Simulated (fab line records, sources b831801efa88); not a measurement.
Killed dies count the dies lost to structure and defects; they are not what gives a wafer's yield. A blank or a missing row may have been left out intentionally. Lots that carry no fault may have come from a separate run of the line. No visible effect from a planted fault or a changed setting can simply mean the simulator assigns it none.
fab line records | flow gf180mcu
record: lots: 5 wafers: 23
route steps=602 shown MIM@507 TOP_METAL@569 PASSIVATION@593
startH: the number of hours between the record's first day and the start of the first shown wafer of the lot | waitH: time in hours since the lot's previous step | " the same as in the row above | L1.1+2: a row that stands for several wafers | - value missing, or start not given | * or withheld: withheld | < > ~ a bound
route shown NAME@n: a module of which the file shows steps, and the number in the route of the first | usual: mean/standard deviation taken from wafers without a fault | same: alike in all rows | chamber/n: place in a boat | sites: the reading at each site | _std_site: standard deviation across them | _edge_site: mean of outer sites minus mean of inner sites | radiusMm: for every site, how far away it sits from the centre of the wafer | mask NAME#n: copy n | behind: the most recent tool/chamber to have shaped the wafer | hold: why the lot went on hold/how many hours it stayed there/how the hold came to an end | device: which transistor (n, p or np) failed to switch | end of line: the same wafers' tests at the end of the route | a step without rows: its recipe alone | killed: dies lost to structure and defects at the first sort, not the wafer's yield | map: shows each die of a wafer: x if killed, . if not, _ if none is there
set.NAME: the setting that was run; set.NAME@STEP: the one run at that earlier step | model.NAME: the simulator's own value behind a step, which no gauge read
lots run with intentionally changed settings; tables by step, rows by wafer
== steps ==
step: GF_MIM_SPUTTER_04
recipe: material: TiN targetThkNm: 50 powerW: 6500 timeS: 41.7 chamberPressurePa: 0.4
columns lot.wafer tool chamber startH waitH set.timeS model.TiN_of_MIM_SPUTTER_04.thkNm
L074.1 pvdSputter-03 - 568.01 0.0 41.7 50.13
L074.4 " - " " 41.7 50.78
L074.6 " - " " 41.7 50.08
L078.1 pvdSputter-02 - 603.25 0.0 41.7 50.17
L078.2 " - " " 41.7 50.24
L078.3 " - " " 39.8 47.44
L078.4 " - " " 39.8 48.68
L078.6 " - " " 39.8 47.56
L079.1 pvdSputter-02 - 613.10 0.0 41.7 49.21
L079.2 " - " " 44.22 52.86
L079.3 " - " " 44.22 51.97
L079.5 " - " " 41.7 49.02
L079.6 " - " " 41.7 49.8
L082.1+5 pvdSputter-01 - 638.91 0.0 46.88 56.7
L082.3 " - " " 41.7 49.66
L082.4 " - " " 46.88 56.75
L082.6 " - " " 41.7 49.55
L085.1 pvdSputter-02 - 655.26 0.0 41.7 49.58
L085.2 " - " " 37.15 45.07
L085.4 " - " " 41.7 50.57
L085.5 " - " " 37.15 44.4
L085.6 " - " " 41.7 49.54
step: GF_TOP_METAL_SPUTTER_02
recipe: material: AlCu targetThkNm: 900 powerW: 10600 chamberPressurePa: 0.3 substrateTempC: 250 gas: Ar timeS: 47.82
columns lot.wafer tool chamber startH waitH set.timeS model.AlCu_of_TOP_METAL_SPUTTER_02.thkNm
L074.1 pvdSputter-03 - 633.88 0.0 47.82 900.6
L074.4 " - " " 47.82 896.5
L074.6 " - " " 47.82 901.9
L078.1 pvdSputter-04 - 665.34 0.0 47.82 891.8
L078.2 " - " " 45.98 872.7
L078.3 " - " " 47.82 899.8
L078.4 " - " " 45.98 861.2
L078.6 " - " " 45.98 878.9
L079.1 pvdSputter-03 - 675.34 0.0 44.31 835.8
L079.2 " - " " 47.82 912.2
L079.3 " - " " 44.31 839.9
L079.5 " - " " 47.82 913.3
L079.6 " - " " 44.31 843.5
L082.1 pvdSputter-03 - 700.94 0.0 47.82 909.9
L082.3 " - " " 47.82 907
L082.4 " - " " 51.03 965.8
L082.5 " - " " 47.82 916.7
L082.6 " - " " 51.03 968.4
L085.1 pvdSputter-03 - 714.85 0.0 45.24 855.2
L085.2 " - " " 47.82 914.5
L085.4 " - " " 45.24 863.6
L085.5 " - " " 45.24 856.4
L085.6 " - " " 47.82 903.3
step: GF_TOP_METAL_SPUTTER_04
recipe: material: TiN targetThkNm: 25 powerW: 6500 timeS: 20.8 chamberPressurePa: 0.4
columns lot.wafer tool chamber startH waitH set.powerW model.TiN_of_TOP_METAL_SPUTTER_04.thkNm
L074.1 pvdSputter-03 - 633.94 0.0 6500 25.11
L074.4 " - " " 6500 24.89
L074.6 " - " " 6500 25.22
L078.1 pvdSputter-04 - 665.40 0.0 6500 24.78
L078.2 " - " " 6500 24.74
L078.3 " - " " 6500 24.89
L078.4 " - " " 6500 25.12
L078.6 " - " " 6500 24.73
L079.1 pvdSputter-03 - 675.40 0.0 6500 24.86
L079.2 " - " " 6873 26.53
L079.3 " - " " 6873 26.06
L079.5 " - " " 6873 26.43
L079.6 " - " " 6500 24.63
L082.1 pvdSputter-03 - 701.00 0.0 6233 23.9
L082.3 " - " " 6500 24.69
L082.4 " - " " 6233 23.57
L082.5 " - " " 6500 24.84
L082.6 " - " " 6500 24.77
L085.1 pvdSputter-03 - 714.91 0.0 6968 26.66
L085.2 " - " " 6500 24.69
L085.4 " - " " 6500 24.45
L085.5+6 " - " " 6968 26.53
step: GF_TOP_METAL_RS_MEAS_05
recipe: thkMeasGauge: four-point-probe reads: TiN_of_TOP_METAL_SPUTTER_04+Ti_of_TOP_METAL_SPUTTER_03+AlCu_of_TOP_METAL_SPUTTER_02+TiN_of_TOP_METAL_SPUTTER_01+Ti_of_TOP_METAL_SPUTTER_00
usual: TOP_METAL_ALCU_RS: 0.0326/0.0003
columns lot.wafer tool chamber startH waitH set.timeS@TOP_METAL_SPUTTER_02 TOP_METAL_ALCU_RS[ohm/sq]
L074.1 filmMetro-03 - 633.97 0.0 47.82 0.0327
L074.4 " - " " 47.82 0.0328
L074.6 " - " " 47.82 0.0326
L078.1 filmMetro-03 - 665.43 0.0 47.82 0.0330
L078.2 " - " " 45.98 0.0337
L078.3 " - " " 47.82 0.0327
L078.4 " - " " 45.98 0.0342
L078.6 " - " " 45.98 0.0334
L079.1 filmMetro-04 - 675.43 0.0 44.31 0.0353
L079.2 " - " " 47.82 0.0323
L079.3 " - " " 44.31 0.0351
L079.5 " - " " 47.82 0.0322
L079.6 " - " " 44.31 0.0350
L082.1 filmMetro-02 - 701.03 0.0 47.82 0.0325
L082.3 " - " " 47.82 0.0325
L082.4 " - " " 51.03 0.0306
L082.5 " - " " 47.82 0.0323
L082.6 " - " " 51.03 0.0305
L085.1 filmMetro-02 - 714.94 0.0 45.24 0.0346
L085.2 " - " " 47.82 0.0323
L085.4 " - " " 45.24 0.0342
L085.5 " - " " 45.24 0.0345
L085.6 " - " " 47.82 0.0328
step: GF_TOP_METAL_THK_MEAS_06
recipe: thkMeasGauge: xrf reads: AlCu_of_TOP_METAL_SPUTTER_02
usual: TOP_METAL_ALCU_THK: 917/9.9
columns lot.wafer tool chamber startH waitH set.timeS@TOP_METAL_SPUTTER_02 TOP_METAL_ALCU_THK[nm]
L074.1 filmMetro-03 - 634.09 0.1 47.82 914
L074.4 " - " " 47.82 919
L074.6 " - " " 47.82 918
L078.1 filmMetro-03 - 665.55 0.1 47.82 910
L078.2 " - " " 45.98 889
L078.3 " - " " 47.82 918
L078.4 " - " " 45.98 877
L078.6 " - " " 45.98 893
L079.1 filmMetro-04 - 675.55 0.1 44.31 845
L079.2 " - " " 47.82 920
L079.3 " - " " 44.31 845
L079.5 " - " " 47.82 915
L079.6 " - " " 44.31 855
L082.1 filmMetro-02 - 701.15 0.1 47.82 919
L082.3 " - " " 47.82 920
L082.4 " - " " 51.03 972
L082.5 " - " " 47.82 925
L082.6 " - " " 51.03 978
L085.1 filmMetro-02 - 715.06 0.1 45.24 861
L085.2 " - " " 47.82 926
L085.4 " - " " 45.24 875
L085.5 " - " " 45.24 861
L085.6 " - " " 47.82 913
step: GF_TOP_METAL_DEVELOP_13
recipe: developTimeS: 60 devTempC: 23
columns lot.wafer tool chamber startH waitH set.developTimeS
L074.1+4+6 lithoTrack-03 0 653.57 0.1 60
L078.1+2+3 lithoTrack-01 0 683.92 0.1 67.84
L078.4+6 " 0 " " 60
L079.1+2+6 lithoTrack-04 0 694.81 0.1 60
L079.3+5 " 0 " " 54.68
L082.1+5 lithoTrack-03 0 718.77 0.1 52.8
L082.3+4+6 " 0 " " 60
L085.1+5 lithoTrack-01 0 732.52 0.1 51.22
L085.2+4+6 " 0 " " 60
step: GF_TOP_METAL_CD_MEAS_14
recipe: targetCdNm: 440
usual: cdNm: 441.3/2.1
columns lot.wafer tool chamber startH waitH set.developTimeS@TOP_METAL_DEVELOP_13 cdNm
L074.1 cdSem-01 - 653.72 0.1 60 440.8
L074.4 " - " " 60 438.6
L074.6 " - " " 60 438.9
L078.1 cdSem-01 - 684.07 0.1 67.84 431.9
L078.2 " - " " 67.84 429.9
L078.3 " - " " 67.84 430.4
L078.4 " - " " 60 440.4
L078.6 " - " " 60 441.6
L079.1 cdSem-02 - 694.96 0.1 60 440.4
L079.2 " - " " 60 439.4
L079.3 " - " " 54.68 446.2
L079.5 " - " " 54.68 446.8
L079.6 " - " " 60 438.2
L082.1 cdSem-02 - 718.92 0.1 52.8 452.8
L082.3 " - " " 60 440.5
L082.4 " - " " 60 442.7
L082.5 " - " " 52.8 454.8
L082.6 " - " " 60 441.2
L085.1 cdSem-01 - 732.67 0.1 51.22 456.7
L085.2 " - " " 60 443.3
L085.4 " - " " 60 444.2
L085.5 " - " " 51.22 457.6
L085.6 " - " " 60 444.0
step: GF_TOP_METAL_METAL_ETCH_16
recipe: chemistry: Cl2/BCl3 maskMaterial: NOVOLAK targetDepthNm: 1077.5 stopOn: SiO2 pressureMtorr: 8 icpW: 800 biasW: 140 Cl2_flow_sccm: 80 bcl3FlowSccm: 40 timeS: 179.6
usual: oesProductAu: 0.968/0.006
columns lot.wafer tool chamber startH waitH set.timeS@TOP_METAL_SPUTTER_02 set.developTimeS@TOP_METAL_DEVELOP_13 oesProductAu model.TOP_METAL.cdNm
L074.1 rieMetal-02 0 653.88 0.0 47.82 60 0.969 432.7
L074.4 " 0 " " 47.82 60 0.966 428.4
L074.6 " 0 " " 47.82 60 0.964 430.5
L078.1 rieMetal-02 1 684.23 0.0 47.82 67.84 0.960 427.1
L078.2 " 0 " " 45.98 67.84 0.948 419.4
L078.3 " 1 " " 47.82 67.84 0.965 427.1
L078.4 " 0 " " 45.98 60 0.942 435.8
L078.6 " 0 " " 45.98 60 0.949 431.8
L079.1 rieMetal-02 0 695.11 0.0 44.31 60 0.928 440.1
L079.2 " 1 " " 47.82 60 0.973 428.2
L079.3 " 0 " " 44.31 54.68 0.937 443
L079.5 " 0 " " 47.82 54.68 0.972 446.3
L079.6 " 1 " " 44.31 60 0.931 430.8
L082.1 rieMetal-02 1 719.08 0.0 47.82 52.8 0.969 448.1
L082.3 " 0 " " 47.82 60 0.971 436.2
L082.4 " 1 " " 51.03 60 0.982 435.5
L082.5 " 1 " " 47.82 52.8 0.975 448.6
L082.6 " 0 " " 51.03 60 0.994 432.9
L085.1 rieMetal-04 0 732.83 0.0 45.24 51.22 0.937 463.6
L085.2 " 1 " " 47.82 60 0.970 446.7
L085.4 " 0 " " 45.24 60 0.942 447.4
L085.5 " 0 " " 45.24 51.22 0.942 464
L085.6 " 1 " " 47.82 60 0.969 448.1
step: GF_PASSIVATION_COAT_06
recipe: spinRpm: 2000 resistThkNm: 4000
columns lot.wafer tool chamber startH waitH set.spinRpm model.coat_of_PASSIVATION_COAT_06.thkNm
L074.1 lithoTrack-03 0 664.32 0.1 2000 4002
L074.4 " 0 " " 2000 3999
L074.6 " 0 " " 2000 3998
L078.1+3 lithoTrack-02 0 694.27 0.1 2000 3990
L078.2 " 0 " " 2084 3900
L078.4 " 0 " " 2000 3988
L078.6 " 0 " " 2084 3925
L079.1 lithoTrack-03 0 704.97 0.1 2000 3999
L079.2 " 0 " " 2058 3953
L079.3 " 0 " " 2000 4014
L079.5 " 0 " " 2000 4005
L079.6 " 0 " " 2058 3944
L082.1 lithoTrack-02 0 729.01 0.1 2000 4015
L082.3 " 0 " " 1892 4133
L082.4 " 0 " " 1892 4118
L082.5 " 0 " " 1892 4125
L082.6 " 0 " " 2000 4016
L085.1 lithoTrack-03 0 742.37 0.1 2000 3987
L085.2 " 0 " " 2000 3992
L085.4 " 0 " " 2000 3993
L085.5 " 0 " " 2000 4008
L085.6 " 0 " " 2000 3982
step: GF_PASSIVATION_SOFTBAKE_07
recipe: tempC: 110 timeS: withheld
columns lot.wafer tool chamber startH waitH set.tempC
L074.1+4+6 lithoTrack-03 0 664.47 0.1 110
L078.1+2 lithoTrack-02 0 694.42 0.1 109
L078.3+4+6 " 0 " " 110
L079.1+3 lithoTrack-03 0 705.12 0.1 108.6
L079.2+5+6 " 0 " " 110
L082.1+3+6 lithoTrack-02 0 729.16 0.1 113.3
L082.4+5 " 0 " " 110
L085.1+2+4+5+6 lithoTrack-03 0 742.52 0.1 110
step: GF_PASSIVATION_EXPOSE_08
recipe: maskId: Pad targetCdNm: 40000 na: 0.57 doseMj: 310
step: GF_PASSIVATION_PEB_09
recipe: tempC: 115 timeS: withheld
step: GF_PASSIVATION_DEVELOP_10
recipe: developTimeS: 60 devTempC: 23
step: GF_PASSIVATION_ETCH_11
recipe: chemistry: CF4/O2 targetDepthNm: 1800 stopOn: TiN sourceW: 800 biasW: 148.4 pressureMtorr: 150 cf4FlowSccm: 80 O2_flow_sccm: 10 timeS: 400
step: GF_PASSIVATION_STRIP_12
recipe: chemistry: O2/N2 powerW: 1400 pressureMtorr: 1500 platenTempC: 250 o2FlowSccm: 3000 n2FlowSccm: 300 overashFraction: 0.5
usual: stripTimeToEndpointS: 34.93/0.23
columns lot.wafer tool chamber startH waitH set.spinRpm@PASSIVATION_COAT_06 stripTimeToEndpointS
L074.1 plasmaAsher-01 1 674.16 0.1 2000 35.27
L074.4 " 0 " " 2000 35.34
L074.6 " 1 " " 2000 35.23
L078.1 plasmaAsher-01 0 703.45 0.1 2000 34.97
L078.2 " 1 " " 2084 33.82
L078.3 " 1 " " 2000 34.41
L078.4 " 0 " " 2000 34.54
L078.6 " 1 " " 2084 33.91
L079.1 plasmaAsher-03 0 714.60 0.1 2000 34.70
L079.2 " 1 " " 2058 34.24
L079.3 " 0 " " 2000 35.12
L079.5 " 0 " " 2000 34.55
L079.6 " 1 " " 2058 34.32
L082.1 plasmaAsher-03 0 737.95 0.1 2000 34.34
L082.3 " 0 " " 1892 35.97
L082.4 " 1 " " 1892 35.97
L082.5 " 1 " " 1892 36.17
L082.6 " 0 " " 2000 34.40
L085.1 plasmaAsher-03 0 751.41 0.1 2000 34.47
L085.2 " 1 " " 2000 34.82
L085.4 " 1 " " 2000 34.80
L085.5 " 1 " " 2000 34.93
L085.6 " 0 " " 2000 34.70
== key ==
split: step: GF_MIM_SPUTTER_04 setting: timeS stated: 41.7 by: wafer
response: step: GF_MIM_SPUTTER_04 reading: model.TiN_of_MIM_SPUTTER_04.thkNm change: +0.525 per: 1% r: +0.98
split: step: GF_TOP_METAL_SPUTTER_02 setting: timeS stated: 47.82 by: wafer
response: step: GF_TOP_METAL_SPUTTER_02 reading: model.AlCu_of_TOP_METAL_SPUTTER_02.thkNm change: +8.96 per: 1% r: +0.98
response: step: GF_TOP_METAL_RS_MEAS_05 reading: TOP_METAL_ALCU_RS change: -0.000331 per: 1% r: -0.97
response: step: GF_TOP_METAL_THK_MEAS_06 reading: TOP_METAL_ALCU_THK change: +8.84 per: 1% r: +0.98
response: step: GF_TOP_METAL_METAL_ETCH_16 reading: oesProductAu change: +0.00438 per: 1% r: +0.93
split: step: GF_TOP_METAL_SPUTTER_04 setting: powerW stated: 6500 by: wafer
response: step: GF_TOP_METAL_SPUTTER_04 reading: model.TiN_of_TOP_METAL_SPUTTER_04.thkNm change: +0.273 per: 1% r: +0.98
split: step: GF_TOP_METAL_DEVELOP_13 setting: developTimeS stated: 60 by: wafer
response: step: GF_TOP_METAL_CD_MEAS_14 reading: cdNm change: -0.893 per: 1% r: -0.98
response: step: GF_TOP_METAL_METAL_ETCH_16 reading: model.TOP_METAL.cdNm change: -1.03 per: 1% r: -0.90
split: step: GF_PASSIVATION_COAT_06 setting: spinRpm stated: 2000 by: wafer
response: step: GF_PASSIVATION_COAT_06 reading: model.coat_of_PASSIVATION_COAT_06.thkNm change: -19.6 per: 1% r: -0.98
response: step: GF_PASSIVATION_STRIP_12 reading: stripTimeToEndpointS change: * per: 1% r: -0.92
split: step: GF_PASSIVATION_SOFTBAKE_07 setting: tempC stated: 110 by: wafer
response none clear
